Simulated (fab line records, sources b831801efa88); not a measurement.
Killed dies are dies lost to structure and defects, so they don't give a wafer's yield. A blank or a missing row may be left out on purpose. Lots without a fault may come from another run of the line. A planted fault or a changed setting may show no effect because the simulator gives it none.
One fault seen from 2 desks | flow gf180mcu | each desk has only its own numbers; what lay behind them comes last

THE TOOL OWNER'S DESK: implanter-02
The tool's own readings at GF_MVSD_IMPLANT_09: means of the sampled wafers that have a number, for each lot that ran on this tool. A lot is out of limits, marked OUT, if its mean lies more than 4 standard deviations from the usual mean; the brackets give that distance.
Columns: A = beam_on_s at GF_MVSD_IMPLANT_09, usual 9.99 s; B = dose_ions_cm2 at GF_MVSD_IMPLANT_09, usual 5e+12; C = faraday_current_uA at GF_MVSD_IMPLANT_09, usual 28.2
lot  | first seen here | A                | B     | C
L545 | day 5 06:46     | 10.19            | 5e+12 | 27.7
L548 | day 5 13:12     | 10.11            | 5e+12 | 27.7
L559 | day 8 00:47     | 11.72 (+8.6) OUT | 5e+12 | 23.9 (-7.8) OUT
L562 | day 8 18:17     | 11.53 (+7.7) OUT | 5e+12 | 24.5 (-6.8) OUT
This desk's finding: out of limits on L559, L562; first on L559, day 8 00:47 (beam_on_s at GF_MVSD_IMPLANT_09). In limits: L545, L548.

THE METROLOGY DESK
What the gauges read, lot by lot, whatever tool the lot ran on: means of the sampled wafers that have a number. A lot is out of limits, marked OUT, if its mean lies more than 4 standard deviations from the usual mean; the brackets give that distance.
Columns: A = MVSD_RS at GF_VT_IMPLANT_RS_MEAS_46, usual 456.5 ohm/sq; B = NWELL_RS at GF_VT_IMPLANT_RS_MEAS_47, usual 487.6 ohm/sq; C = V5_CVD_00_THK at GF_V5_THK_MEAS_01, usual 299 nm
lot  | first seen here | A               | B     | C
L544 | day 7 16:17     | 456.8           | 488.5 | 298
L545 | day 8 11:44     | 456.4           | 489.7 | 295
L548 | day 8 18:51     | 457.1           | 488.2 | 300
L550 | day 9 03:28     | 455.5           | 488.0 | 300
L549 | day 9 05:20     | 456.6           | 489.2 | 296
L555 | day 10 10:24    | 457.6           | 487.2 | 299
L558 | day 11 11:40    | 454.9           | 487.7 | 297
L559 | day 11 15:10    | 444.0 (-13) OUT | 485.8 | 299
L562 | day 12 11:25    | 445.2 (-11) OUT | 487.5 | 294
L563 | day 12 19:06    | 458.6           | 487.7 | 297
L564 | day 13 01:53    | 455.2           | 487.1 | 303
L565 | day 13 09:33    | 455.5           | 487.2 | 302
This desk's finding: out of limits on L559, L562; first on L559, day 11 15:10 (MVSD_RS at GF_VT_IMPLANT_RS_MEAS_46). In limits: L544, L545, L548, L550, L549, L555, L558, L563, L564, L565.

PUT TOGETHER
The tool owner's desk could have raised an alarm at day 8 00:47, on L559, L562.
The metrology desk could have raised an alarm at day 11 15:10, on L559, L562.
Of the lots named, all ran GF_MVSD_IMPLANT_09 on implanter-02.

WHAT THE SIMULATOR HAD PUT IN
Process parameter drift: implanter-02, from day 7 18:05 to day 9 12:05, at GF_MVSD_IMPLANT_09. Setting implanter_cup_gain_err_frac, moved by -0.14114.
Lots struck among those shown: L559, L562.
Hours from the fault's start to each desk's first reading out of limits: the tool owner's desk, 7; the metrology desk, 93.
